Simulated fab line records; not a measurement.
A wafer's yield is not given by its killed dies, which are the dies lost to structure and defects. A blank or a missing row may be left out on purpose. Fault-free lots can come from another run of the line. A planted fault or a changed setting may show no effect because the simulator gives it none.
fab line records :: flow sfqLine
[record]
  lots = 6
  wafers = 18
  lastDay = 92
route steps=325 shown M2@99 I2@103
lots that met no fault: taken from a fault-free run of the same line
startH: start of the lot's first displayed wafer, in hours after the record's first day :: waitH: hours since the lot's step before :: " as in the row above :: L1.1+2: a row that stands for several wafers :: - no value, or no start was given :: * or withheld: withheld :: < > ~ a bound
route shown NAME@n: NAME is a module with steps in the file, n the number in the route of the first one :: usual: average and standard deviation across the fault-free wafers :: same: alike in all rows :: chamber/n: place in a boat :: sites: each site's reading :: _std_site: the values' standard deviation :: _edge_site: inner sites' mean taken away from outer sites' mean :: radiusMm: for every site, how far away it sits from the centre of the wafer :: mask NAME#n: copy n :: behind: the most recent tool/chamber to have shaped the wafer :: hold: what put the lot on hold/how long, in hours/how the hold closed :: device: the n, p or np transistor that did not switch :: end of line: tests of these same wafers at the route's end :: a step without rows: its recipe alone :: killed: the dies lost at the first sort to structure and to defects; this is not the yield of the wafer :: map: dies across one wafer; x = killed, . = not, _ = none there
set.NAME: setting as actually run; set.NAME@STEP: the setting as run at that earlier step :: model.NAME: the simulator's own value behind a step, which no gauge read
certain route steps with their lots: each step a table, each wafer a row
services: from which hour (startH, from the record's first day; less than 0 if before it) a tool's chamber was out of use, for how many hours, and why
[[steps]]
[step SFQ_TRILAYER_M2_BARC_OPEN_METAL_ETCH_077]
[recipe]
  maskMaterial = PR
  chemistry = O2
  targetDepthNm = 125
  target = BARC
  icpW = 600
  biasW = 80
  pressureMtorr = 10
  timeS = 41.7
[usual]
  drypumpMotorCurrentA = 6.09/0.3
  oesProductAu = 0.685/0.0049
  rfFwdPowerW = 594.8/2.4
lot.wafer: L354.2
tool: rieMetal-02
chamber: 1
startH: 851.05
waitH: 0.0
drypumpMotorCurrentA: 5.89
oesProductAu: 0.691
rfFwdPowerW: 596.6
rfHoursCounterH: 102

lot.wafer: L354.4
tool: rieMetal-02
chamber: 0
startH: 851.05
waitH: 0.0
drypumpMotorCurrentA: 6.26
oesProductAu: 0.686
rfFwdPowerW: 595.3
rfHoursCounterH: -

lot.wafer: L354.5
tool: rieMetal-02
chamber: 1
startH: 851.05
waitH: 0.0
drypumpMotorCurrentA: 5.91
oesProductAu: 0.679
rfFwdPowerW: 597.3
rfHoursCounterH: -

lot.wafer: L361.4
tool: rieMetal-03
chamber: 1
startH: 918.39
waitH: 0.0
drypumpMotorCurrentA: 5.73
oesProductAu: 0.690
rfFwdPowerW: 595.8
rfHoursCounterH: -

lot.wafer: L361.5
tool: rieMetal-03
chamber: 0
startH: 918.39
waitH: 0.0
drypumpMotorCurrentA: 6.60
oesProductAu: 0.689
rfFwdPowerW: 595.3
rfHoursCounterH: -

lot.wafer: L361.6
tool: rieMetal-03
chamber: 1
startH: 918.39
waitH: 0.0
drypumpMotorCurrentA: 5.73
oesProductAu: 0.685
rfFwdPowerW: 592.9
rfHoursCounterH: -

lot.wafer: L362.2
tool: rieMetal-02
chamber: 0
startH: 923.67
waitH: 0.0
drypumpMotorCurrentA: 6.26
oesProductAu: 0.688
rfFwdPowerW: 596.9
rfHoursCounterH: 10

lot.wafer: L362.5
tool: rieMetal-02
chamber: 1
startH: 923.67
waitH: 0.0
drypumpMotorCurrentA: 5.91
oesProductAu: 0.682
rfFwdPowerW: 597.8
rfHoursCounterH: -

lot.wafer: L362.6
tool: rieMetal-02
chamber: 0
startH: 923.67
waitH: 0.0
drypumpMotorCurrentA: 6.28
oesProductAu: 0.689
rfFwdPowerW: 594.9
rfHoursCounterH: -

lot.wafer: L366.2
tool: rieMetal-03
chamber: 0
startH: 934.47
waitH: 0.0
drypumpMotorCurrentA: 6.59
oesProductAu: 0.687
rfFwdPowerW: 595.9
rfHoursCounterH: 140

lot.wafer: L366.5
tool: rieMetal-03
chamber: 0
startH: 934.47
waitH: 0.0
drypumpMotorCurrentA: 6.59
oesProductAu: 0.692
rfFwdPowerW: 595.3
rfHoursCounterH: -

lot.wafer: L366.6
tool: rieMetal-03
chamber: 1
startH: 934.47
waitH: 0.0
drypumpMotorCurrentA: 5.75
oesProductAu: 0.688
rfFwdPowerW: 594.6
rfHoursCounterH: -

lot.wafer: L371.2
tool: rieMetal-01
chamber: 1
startH: 944.07
waitH: 0.0
drypumpMotorCurrentA: 6.11
oesProductAu: 0.688
rfFwdPowerW: 593.6
rfHoursCounterH: 49

lot.wafer: L371.4
tool: rieMetal-01
chamber: 1
startH: 944.07
waitH: 0.0
drypumpMotorCurrentA: 6.08
oesProductAu: 0.685
rfFwdPowerW: 590.2
rfHoursCounterH: -

lot.wafer: L371.5
tool: rieMetal-01
chamber: 0
startH: 944.07
waitH: 0.0
drypumpMotorCurrentA: 5.99
oesProductAu: 0.688
rfFwdPowerW: 593.4
rfHoursCounterH: -

lot.wafer: L375.1
tool: rieMetal-03
chamber: 0
startH: 951.27
waitH: 0.0
drypumpMotorCurrentA: 6.57
oesProductAu: 0.684
rfFwdPowerW: 594.0
rfHoursCounterH: 142

lot.wafer: L375.5
tool: rieMetal-03
chamber: 0
startH: 951.27
waitH: 0.0
drypumpMotorCurrentA: 6.58
oesProductAu: 0.680
rfFwdPowerW: 594.9
rfHoursCounterH: -

lot.wafer: L375.6
tool: rieMetal-03
chamber: 1
startH: 951.27
waitH: 0.0
drypumpMotorCurrentA: 5.73
oesProductAu: 0.679
rfFwdPowerW: 592.7
rfHoursCounterH: -
[step SFQ_TRILAYER_M2_ETCH_METAL_ETCH_060]
[recipe]
  target = Nb
  stopOn = SiO2
  maskMaterial = PR
  chemistry = Cl2/Ar
  targetDepthNm = 240
  icpW = 600
  biasW = 80
  pressureMtorr = 10
  timeS = 120
[usual]
  drypumpMotorCurrentA = 6.09/0.3
  oesProductAu = 0.895/0.0085
  rfFwdPowerW = 597.3/2.1
lot.wafer: L354.2
tool: rieMetal-02
chamber: 1
startH: 851.10
waitH: 0.0
drypumpMotorCurrentA: 5.92
oesProductAu: 0.883
rfFwdPowerW: 599.6
rfHoursCounterH: 102

lot.wafer: L354.4
tool: rieMetal-02
chamber: 0
startH: 851.10
waitH: 0.0
drypumpMotorCurrentA: 6.27
oesProductAu: 0.885
rfFwdPowerW: 602.7
rfHoursCounterH: -

lot.wafer: L354.5
tool: rieMetal-02
chamber: 1
startH: 851.10
waitH: 0.0
drypumpMotorCurrentA: 5.90
oesProductAu: 0.895
rfFwdPowerW: 597.2
rfHoursCounterH: -

lot.wafer: L361.4
tool: rieMetal-03
chamber: 1
startH: 918.47
waitH: 0.1
drypumpMotorCurrentA: 5.74
oesProductAu: 0.900
rfFwdPowerW: 595.5
rfHoursCounterH: -

lot.wafer: L361.5
tool: rieMetal-03
chamber: 0
startH: 918.47
waitH: 0.1
drypumpMotorCurrentA: 6.62
oesProductAu: 0.881
rfFwdPowerW: 593.2
rfHoursCounterH: -

lot.wafer: L361.6
tool: rieMetal-03
chamber: 1
startH: 918.47
waitH: 0.1
drypumpMotorCurrentA: 5.73
oesProductAu: 0.902
rfFwdPowerW: 597.5
rfHoursCounterH: -

lot.wafer: L362.2
tool: rieMetal-02
chamber: 0
startH: 923.73
waitH: 0.0
drypumpMotorCurrentA: 6.27
oesProductAu: 0.900
rfFwdPowerW: 597.6
rfHoursCounterH: 10

lot.wafer: L362.5
tool: rieMetal-02
chamber: 1
startH: 923.73
waitH: 0.0
drypumpMotorCurrentA: 5.91
oesProductAu: 0.895
rfFwdPowerW: 597.2
rfHoursCounterH: -

lot.wafer: L362.6
tool: rieMetal-02
chamber: 0
startH: 923.73
waitH: 0.0
drypumpMotorCurrentA: 6.24
oesProductAu: 0.898
rfFwdPowerW: 595.4
rfHoursCounterH: -

lot.wafer: L366.2
tool: rieMetal-03
chamber: 0
startH: 934.53
waitH: 0.0
drypumpMotorCurrentA: 6.60
oesProductAu: 0.887
rfFwdPowerW: 596.1
rfHoursCounterH: 140

lot.wafer: L366.5
tool: rieMetal-03
chamber: 0
startH: 934.53
waitH: 0.0
drypumpMotorCurrentA: 6.63
oesProductAu: 0.879
rfFwdPowerW: 596.0
rfHoursCounterH: -

lot.wafer: L366.6
tool: rieMetal-03
chamber: 1
startH: 934.53
waitH: 0.0
drypumpMotorCurrentA: 5.73
oesProductAu: 0.881
rfFwdPowerW: 596.7
rfHoursCounterH: -

lot.wafer: L371.2
tool: rieMetal-01
chamber: 1
startH: 944.13
waitH: 0.0
drypumpMotorCurrentA: 6.06
oesProductAu: 0.902
rfFwdPowerW: 596.8
rfHoursCounterH: 49

lot.wafer: L371.4
tool: rieMetal-01
chamber: 1
startH: 944.13
waitH: 0.0
drypumpMotorCurrentA: 6.08
oesProductAu: 0.905
rfFwdPowerW: 596.4
rfHoursCounterH: -

lot.wafer: L371.5
tool: rieMetal-01
chamber: 0
startH: 944.13
waitH: 0.0
drypumpMotorCurrentA: 5.93
oesProductAu: 0.901
rfFwdPowerW: 597.1
rfHoursCounterH: -

lot.wafer: L375.1
tool: rieMetal-03
chamber: 0
startH: 951.33
waitH: 0.0
drypumpMotorCurrentA: 6.61
oesProductAu: 0.886
rfFwdPowerW: 598.2
rfHoursCounterH: 142

lot.wafer: L375.5
tool: rieMetal-03
chamber: 0
startH: 951.33
waitH: 0.0
drypumpMotorCurrentA: 6.59
oesProductAu: 0.888
rfFwdPowerW: 601.9
rfHoursCounterH: -

lot.wafer: L375.6
tool: rieMetal-03
chamber: 1
startH: 951.33
waitH: 0.0
drypumpMotorCurrentA: 5.74
oesProductAu: 0.896
rfFwdPowerW: 599.6
rfHoursCounterH: -
[step SFQ_TRILAYER_M2_STRIP_STRIP_061]
[recipe]
  gas = O2
  powerW = 200
  platenTempC = 40
  overashFraction = 0.65
  chemistry = O2
  pressureMtorr = 50
[usual]
  drypumpMotorCurrentA = 6.09/0.3
  oesProductAu = 1.000/0.0097
lot.wafer: L354.2
tool: rieMetal-02
chamber: 1
startH: 851.23
waitH: 0.1
drypumpMotorCurrentA: 5.89
oesProductAu: 1.013
rfHoursCounterH: 103

lot.wafer: L354.4
tool: rieMetal-02
chamber: 0
startH: 851.23
waitH: 0.1
drypumpMotorCurrentA: 6.22
oesProductAu: 1.016
rfHoursCounterH: -

lot.wafer: L354.5
tool: rieMetal-02
chamber: 1
startH: 851.23
waitH: 0.1
drypumpMotorCurrentA: 5.88
oesProductAu: 1.013
rfHoursCounterH: -

lot.wafer: L361.4
tool: rieMetal-03
chamber: 1
startH: 918.75
waitH: 0.2
drypumpMotorCurrentA: 5.73
oesProductAu: 0.984
rfHoursCounterH: -

lot.wafer: L361.5
tool: rieMetal-03
chamber: 0
startH: 918.75
waitH: 0.2
drypumpMotorCurrentA: 6.57
oesProductAu: 0.999
rfHoursCounterH: -

lot.wafer: L361.6
tool: rieMetal-03
chamber: 1
startH: 918.75
waitH: 0.2
drypumpMotorCurrentA: 5.73
oesProductAu: 0.989
rfHoursCounterH: -

lot.wafer: L362.2
tool: rieMetal-02
chamber: 0
startH: 923.85
waitH: 0.1
drypumpMotorCurrentA: 6.24
oesProductAu: 1.015
rfHoursCounterH: 10

lot.wafer: L362.5
tool: rieMetal-02
chamber: 1
startH: 923.85
waitH: 0.1
drypumpMotorCurrentA: 5.90
oesProductAu: 1.007
rfHoursCounterH: -

lot.wafer: L362.6
tool: rieMetal-02
chamber: 0
startH: 923.85
waitH: 0.1
drypumpMotorCurrentA: 6.20
oesProductAu: 1.018
rfHoursCounterH: -

lot.wafer: L366.2
tool: rieMetal-03
chamber: 0
startH: 934.65
waitH: 0.1
drypumpMotorCurrentA: 6.60
oesProductAu: 0.986
rfHoursCounterH: 140

lot.wafer: L366.5
tool: rieMetal-03
chamber: 0
startH: 934.65
waitH: 0.1
drypumpMotorCurrentA: 6.58
oesProductAu: 0.988
rfHoursCounterH: -

lot.wafer: L366.6
tool: rieMetal-03
chamber: 1
startH: 934.65
waitH: 0.1
drypumpMotorCurrentA: 5.74
oesProductAu: 0.989
rfHoursCounterH: -

lot.wafer: L371.2
tool: rieMetal-01
chamber: 1
startH: 944.25
waitH: 0.1
drypumpMotorCurrentA: 6.07
oesProductAu: 0.990
rfHoursCounterH: 49

lot.wafer: L371.4
tool: rieMetal-01
chamber: 1
startH: 944.25
waitH: 0.1
drypumpMotorCurrentA: 6.06
oesProductAu: 0.996
rfHoursCounterH: -

lot.wafer: L371.5
tool: rieMetal-01
chamber: 0
startH: 944.25
waitH: 0.1
drypumpMotorCurrentA: 5.93
oesProductAu: 1.010
rfHoursCounterH: -

lot.wafer: L375.1
tool: rieMetal-03
chamber: 0
startH: 951.45
waitH: 0.1
drypumpMotorCurrentA: 6.62
oesProductAu: 0.983
rfHoursCounterH: 142

lot.wafer: L375.5
tool: rieMetal-03
chamber: 0
startH: 951.45
waitH: 0.1
drypumpMotorCurrentA: 6.66
oesProductAu: 0.983
rfHoursCounterH: -

lot.wafer: L375.6
tool: rieMetal-03
chamber: 1
startH: 951.45
waitH: 0.1
drypumpMotorCurrentA: 5.71
oesProductAu: 0.996
rfHoursCounterH: -
[step SFQ_TRILAYER_M2_STRIP_SOLV_CLEAN_062]
[recipe]
  chemistry = NMP
  tempC = 70
  timeS = 600
[step SFQ_TRILAYER_I2_DEP_PECVD_063]
[recipe]
  material = SiO2
  tempC = 150
  timeS = 111.11
  pressureTorr = 2.4
  rfW = 183.3
  precursor = SiH4/N2O
  targetThkNm = 500
[usual]
  heaterPowerW = 86/18
  rfFwdPowerW = 182.2/0.65
  throttleValvePct = 24.4/1.5
lot.wafer: L354.2
tool: pecvd-01
chamber: 0
startH: 852.00
waitH: 0.0
heaterPowerW: 98
rfFwdPowerW: 180.9
throttleValvePct: 25.4

lot.wafer: L354.4
tool: pecvd-01
chamber: 1
startH: 852.00
waitH: 0.0
heaterPowerW: 97
rfFwdPowerW: 182.5
throttleValvePct: 25.7

lot.wafer: L354.5
tool: pecvd-01
chamber: 0
startH: 852.00
waitH: 0.0
heaterPowerW: 100
rfFwdPowerW: 181.7
throttleValvePct: 25.1

lot.wafer: L361.4
tool: pecvd-01
chamber: 2
startH: 919.39
waitH: 0.0
heaterPowerW: 54
rfFwdPowerW: 181.9
throttleValvePct: 26.7

lot.wafer: L361.5
tool: pecvd-01
chamber: 0
startH: 919.39
waitH: 0.0
heaterPowerW: 88
rfFwdPowerW: 181.2
throttleValvePct: 25.5

lot.wafer: L361.6
tool: pecvd-01
chamber: 1
startH: 919.39
waitH: 0.0
heaterPowerW: 106
rfFwdPowerW: 181.4
throttleValvePct: 25.6

lot.wafer: L362.2
tool: pecvd-03
chamber: 2
startH: 924.63
waitH: 0.0
heaterPowerW: 86
rfFwdPowerW: 181.5
throttleValvePct: 27.0

lot.wafer: L362.5
tool: pecvd-03
chamber: 2
startH: 924.63
waitH: 0.0
heaterPowerW: 87
rfFwdPowerW: 181.8
throttleValvePct: 27.4

lot.wafer: L362.6
tool: pecvd-03
chamber: 0
startH: 924.63
waitH: 0.0
heaterPowerW: 106
rfFwdPowerW: 182.0
throttleValvePct: 23.4

lot.wafer: L366.2
tool: pecvd-03
chamber: 1
startH: 935.45
waitH: 0.0
heaterPowerW: 104
rfFwdPowerW: 182.9
throttleValvePct: 24.7

lot.wafer: L366.5
tool: pecvd-03
chamber: 1
startH: 935.45
waitH: 0.0
heaterPowerW: 106
rfFwdPowerW: 183.2
throttleValvePct: 24.6

lot.wafer: L366.6
tool: pecvd-03
chamber: 2
startH: 935.45
waitH: 0.0
heaterPowerW: 88
rfFwdPowerW: 182.2
throttleValvePct: 27.0

lot.wafer: L371.2
tool: pecvd-03
chamber: 0
startH: 945.03
waitH: 0.0
heaterPowerW: 109
rfFwdPowerW: 181.6
throttleValvePct: 23.7

lot.wafer: L371.4
tool: pecvd-03
chamber: 2
startH: 945.03
waitH: 0.0
heaterPowerW: 95
rfFwdPowerW: 182.6
throttleValvePct: 26.9

lot.wafer: L371.5
tool: pecvd-03
chamber: 1
startH: 945.03
waitH: 0.0
heaterPowerW: 112
rfFwdPowerW: 182.1
throttleValvePct: 24.8

lot.wafer: L375.1
tool: pecvd-04
chamber: 2
startH: 952.23
waitH: 0.0
heaterPowerW: 78
rfFwdPowerW: 181.5
throttleValvePct: 22.8

lot.wafer: L375.5
tool: pecvd-04
chamber: 2
startH: 952.23
waitH: 0.0
heaterPowerW: 81
rfFwdPowerW: 181.5
throttleValvePct: 22.7

lot.wafer: L375.6
tool: pecvd-04
chamber: 0
startH: 952.23
waitH: 0.0
heaterPowerW: 66
rfFwdPowerW: 181.9
throttleValvePct: 23.2
[step SFQ_TRILAYER_I2_CMP_CMP_064]
[recipe]
  material = SiO2
  downForcePsi = 3
  platenRpm = 60
  padVelocityMS = 0.94248
[step SFQ_I2_BOW_MEAS_917]
[recipe]
  mode = bow
[usual]
  I2_BOW = 3/8.4
lot.wafer: L354.2
tool: filmMetro-04
chamber: -
startH: 856.90
waitH: 1.0
I2_BOW[um]: 0

lot.wafer: L354.4
tool: filmMetro-04
chamber: -
startH: 856.90
waitH: 1.0
I2_BOW[um]: -10

lot.wafer: L354.5
tool: filmMetro-04
chamber: -
startH: 856.90
waitH: 1.0
I2_BOW[um]: 3

lot.wafer: L361.4
tool: filmMetro-04
chamber: -
startH: 922.48
waitH: 1.1
I2_BOW[um]: 5

lot.wafer: L361.5
tool: filmMetro-04
chamber: -
startH: 922.48
waitH: 1.1
I2_BOW[um]: 14

lot.wafer: L361.6
tool: filmMetro-04
chamber: -
startH: 922.48
waitH: 1.1
I2_BOW[um]: 12

lot.wafer: L362.2
tool: filmMetro-02
chamber: -
startH: 928.44
waitH: 2.5
I2_BOW[um]: -6

lot.wafer: L362.5
tool: filmMetro-02
chamber: -
startH: 928.44
waitH: 2.5
I2_BOW[um]: 3

lot.wafer: L362.6
tool: filmMetro-02
chamber: -
startH: 928.44
waitH: 2.5
I2_BOW[um]: 3

lot.wafer: L366.2
tool: filmMetro-04
chamber: -
startH: 939.44
waitH: 1.5
I2_BOW[um]: 0

lot.wafer: L366.5
tool: filmMetro-04
chamber: -
startH: 939.44
waitH: 1.5
I2_BOW[um]: -6

lot.wafer: L366.6
tool: filmMetro-04
chamber: -
startH: 939.44
waitH: 1.5
I2_BOW[um]: 4

lot.wafer: L371.2
tool: filmMetro-02
chamber: -
startH: 950.53
waitH: 2.5
I2_BOW[um]: 7

lot.wafer: L371.4
tool: filmMetro-02
chamber: -
startH: 950.53
waitH: 2.5
I2_BOW[um]: 15

lot.wafer: L371.5
tool: filmMetro-02
chamber: -
startH: 950.53
waitH: 2.5
I2_BOW[um]: 8

lot.wafer: L375.1
tool: filmMetro-04
chamber: -
startH: 957.42
waitH: 1.5
I2_BOW[um]: -7

lot.wafer: L375.5
tool: filmMetro-04
chamber: -
startH: 957.42
waitH: 1.5
I2_BOW[um]: 10

lot.wafer: L375.6
tool: filmMetro-04
chamber: -
startH: 957.42
waitH: 1.5
I2_BOW[um]: 4
[step SFQ_TRILAYER_I2_METRO_MEASURE_065]
[usual]
  thkNm = 199.9/1
lot.wafer: L354.2
tool: filmMetro-04
chamber: -
startH: 857.20
waitH: 0.3
thkNm: 199.1

lot.wafer: L354.4
tool: filmMetro-04
chamber: -
startH: 857.20
waitH: 0.3
thkNm: 200.9

lot.wafer: L354.5
tool: filmMetro-04
chamber: -
startH: 857.20
waitH: 0.3
thkNm: 200.7

lot.wafer: L361.4
tool: filmMetro-04
chamber: -
startH: 923.14
waitH: 0.6
thkNm: 199.7

lot.wafer: L361.5
tool: filmMetro-04
chamber: -
startH: 923.14
waitH: 0.6
thkNm: 199.1

lot.wafer: L361.6
tool: filmMetro-04
chamber: -
startH: 923.14
waitH: 0.6
thkNm: 199.3

lot.wafer: L362.2
tool: filmMetro-02
chamber: -
startH: 928.74
waitH: 0.3
thkNm: 200.3

lot.wafer: L362.5
tool: filmMetro-02
chamber: -
startH: 928.74
waitH: 0.3
thkNm: 200.3

lot.wafer: L362.6
tool: filmMetro-02
chamber: -
startH: 928.74
waitH: 0.3
thkNm: 198.4

lot.wafer: L366.2
tool: filmMetro-04
chamber: -
startH: 939.74
waitH: 0.3
thkNm: 199.1

lot.wafer: L366.5
tool: filmMetro-04
chamber: -
startH: 939.74
waitH: 0.3
thkNm: 200.3

lot.wafer: L366.6
tool: filmMetro-04
chamber: -
startH: 939.74
waitH: 0.3
thkNm: 199.8

lot.wafer: L371.2
tool: filmMetro-02
chamber: -
startH: 950.83
waitH: 0.3
thkNm: 199.9

lot.wafer: L371.4
tool: filmMetro-02
chamber: -
startH: 950.83
waitH: 0.3
thkNm: 199.9

lot.wafer: L371.5
tool: filmMetro-02
chamber: -
startH: 950.83
waitH: 0.3
thkNm: 198.0

lot.wafer: L375.1
tool: filmMetro-04
chamber: -
startH: 957.54
waitH: 0.1
thkNm: 201.9

lot.wafer: L375.5
tool: filmMetro-04
chamber: -
startH: 957.54
waitH: 0.1
thkNm: 200.9

lot.wafer: L375.6
tool: filmMetro-04
chamber: -
startH: 957.54
waitH: 0.1
thkNm: 200.8
[step SFQ_TRILAYER_I2_VIA_LITHO_COAT_072]
[recipe]
  resist = BARC
  spinRpm = 3000
  resistThkNm = 62
[step SFQ_TRILAYER_I2_VIA_LITHO_COAT_067]
[recipe]
  resist = KrF
  spinRpm = 3000
  resistThkNm = 650
[step SFQ_TRILAYER_I2_VIA_LITHO_SOFTBAKE_071]
[recipe]
  tempC = withheld
  timeS = withheld
  resist = KrF
[step SFQ_TRILAYER_I2_VIA_LITHO_EXPOSE_068]
[recipe]
  maskId = I2
  na = 0.6
  sourceShape = conventional
  sigmaOuter = 0.65
  targetCdNm = 500
  doseMj = 21.3
[step SFQ_TRILAYER_I2_VIA_LITHO_PEB_070]
[recipe]
  pebTempC = 115
  pebTimeS = 60
  resist = KrF
[usual]
  chillPlateTempC = 23.00/0.096
  exhaustPa = 45.1/0.84
  plateTempC = 114.96/0.12
lot.wafer: L354.2
tool: lithoTrack-03
chamber: 0
startH: 998.91
waitH: 0.8
chillPlateTempC: 23.05
exhaustPa: 45.3
plateTempC: 114.92

lot.wafer: L354.4
tool: lithoTrack-03
chamber: 0
startH: 998.91
waitH: 0.8
chillPlateTempC: 23.05
exhaustPa: 44.4
plateTempC: 115.00

lot.wafer: L354.5
tool: lithoTrack-03
chamber: 0
startH: 998.91
waitH: 0.8
chillPlateTempC: 22.97
exhaustPa: 44.3
plateTempC: 115.00

lot.wafer: L361.4
tool: lithoTrack-03
chamber: -
startH: 1072.29
waitH: 0.5
chillPlateTempC: -
exhaustPa: -
plateTempC: -

lot.wafer: L361.5
tool: lithoTrack-03
chamber: -
startH: 1072.29
waitH: 0.5
chillPlateTempC: -
exhaustPa: -
plateTempC: -

lot.wafer: L361.6
tool: lithoTrack-03
chamber: -
startH: 1072.29
waitH: 0.5
chillPlateTempC: -
exhaustPa: -
plateTempC: -

lot.wafer: L362.2
tool: lithoTrack-03
chamber: -
startH: 1078.24
waitH: 0.8
chillPlateTempC: -
exhaustPa: -
plateTempC: -

lot.wafer: L362.5
tool: lithoTrack-03
chamber: -
startH: 1078.24
waitH: 0.8
chillPlateTempC: -
exhaustPa: -
plateTempC: -

lot.wafer: L362.6
tool: lithoTrack-03
chamber: -
startH: 1078.24
waitH: 0.8
chillPlateTempC: -
exhaustPa: -
plateTempC: -

lot.wafer: L366.2
tool: lithoTrack-01
chamber: 0
startH: 1086.72
waitH: 0.8
chillPlateTempC: 23.10
exhaustPa: 45.3
plateTempC: 115.00

lot.wafer: L366.5
tool: lithoTrack-01
chamber: 0
startH: 1086.72
waitH: 0.8
chillPlateTempC: 23.10
exhaustPa: 47.3
plateTempC: 114.89

lot.wafer: L366.6
tool: lithoTrack-01
chamber: 0
startH: 1086.72
waitH: 0.8
chillPlateTempC: 23.08
exhaustPa: 46.8
plateTempC: 114.94

lot.wafer: L371.2
tool: lithoTrack-04
chamber: 0
startH: 1096.32
waitH: 0.8
chillPlateTempC: 23.02
exhaustPa: 43.9
plateTempC: 114.67

lot.wafer: L371.4
tool: lithoTrack-04
chamber: 0
startH: 1096.32
waitH: 0.8
chillPlateTempC: 23.04
exhaustPa: 45.4
plateTempC: 114.98

lot.wafer: L371.5
tool: lithoTrack-04
chamber: 0
startH: 1096.32
waitH: 0.8
chillPlateTempC: 23.08
exhaustPa: 45.2
plateTempC: 115.01

lot.wafer: L375.1
tool: lithoTrack-01
chamber: 0
startH: 1106.12
waitH: 1.0
chillPlateTempC: 22.90
exhaustPa: 44.0
plateTempC: 114.82

lot.wafer: L375.5
tool: lithoTrack-01
chamber: 0
startH: 1106.12
waitH: 1.0
chillPlateTempC: 23.05
exhaustPa: 45.8
plateTempC: 114.80

lot.wafer: L375.6
tool: lithoTrack-01
chamber: 0
startH: 1106.12
waitH: 1.0
chillPlateTempC: 22.84
exhaustPa: 45.6
plateTempC: 114.63
[step SFQ_TRILAYER_I2_VIA_LITHO_DEVELOP_069]
[recipe]
  timeS = 60
  resist = KrF
[[services]]
tool: pecvd-01
chamber: 1
startH: 841.93
hours: 6.4
kind: repair

tool: rieMetal-03
chamber: -
startH: 849.43
hours: 2.8
kind: pm

tool: rieMetal-02
chamber: -
startH: 856.69
hours: 1.8
kind: repair

tool: rieMetal-02
chamber: 0
startH: 857.51
hours: 29.8
kind: repair

tool: filmMetro-02
chamber: -
startH: 862.40
hours: 1.4
kind: pm

tool: rieMetal-01
chamber: -
startH: 879.97
hours: 14.6
kind: pm

tool: filmMetro-04
chamber: -
startH: 889.45
hours: 1.3
kind: pm

tool: rieMetal-02
chamber: 0
startH: 904.56
hours: 2.7
kind: repair

tool: pecvd-03
chamber: 1
startH: 914.11
hours: 5.1
kind: repair

tool: rieMetal-03
chamber: -
startH: 914.82
hours: 2.3
kind: repair

tool: filmMetro-02
chamber: -
startH: 922.38
hours: 0.9
kind: pm

tool: pecvd-01
chamber: -
startH: 933.25
hours: 14.0
kind: pm

tool: filmMetro-04
chamber: -
startH: 934.14
hours: 0.5
kind: pm

tool: filmMetro-02
chamber: -
startH: 939.21
hours: 2.2
kind: pm

tool: pecvd-03
chamber: -
startH: 959.33
hours: 14.6
kind: pm

tool: rieMetal-02
chamber: -
startH: 965.48
hours: 1.0
kind: repair

tool: pecvd-01
chamber: 0
startH: 983.90
hours: 15.1
kind: repair

tool: pecvd-03
chamber: -
startH: 987.94
hours: 5.5
kind: pm

tool: filmMetro-04
chamber: -
startH: 989.06
hours: 0.9
kind: pm

tool: pecvd-01
chamber: -
startH: 990.41
hours: 1.5
kind: repair

tool: rieMetal-02
chamber: 0
startH: 999.36
hours: 29.3
kind: repair

tool: pecvd-03
chamber: 0
startH: 1045.19
hours: 13.6
kind: repair

tool: rieMetal-01
chamber: -
startH: 1062.38
hours: 2.8
kind: pm

tool: pecvd-03
chamber: 1
startH: 1088.30
hours: 12.4
kind: repair
[[key]]
[firstSign]
  step = SFQ_TRILAYER_I2_VIA_LITHO_PEB_070
  reading = toolRecord
  direction = missing
effect none on later readings
metAt SFQ_TRILAYER_I2_VIA_LITHO_PEB_070
struckWafers L361.4,L361.5,L361.6,L362.2,L362.5,L362.6
onsetBetween 998.91 1072.29
[fault]
  kind = skippedStepWhole
  tool = lithoTrack-03
  chamber = -
  onsetH = 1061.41
  steps = SFQ_TRILAYER_I2_VIA_LITHO_PEB_070
  scope = struckLotsOnly
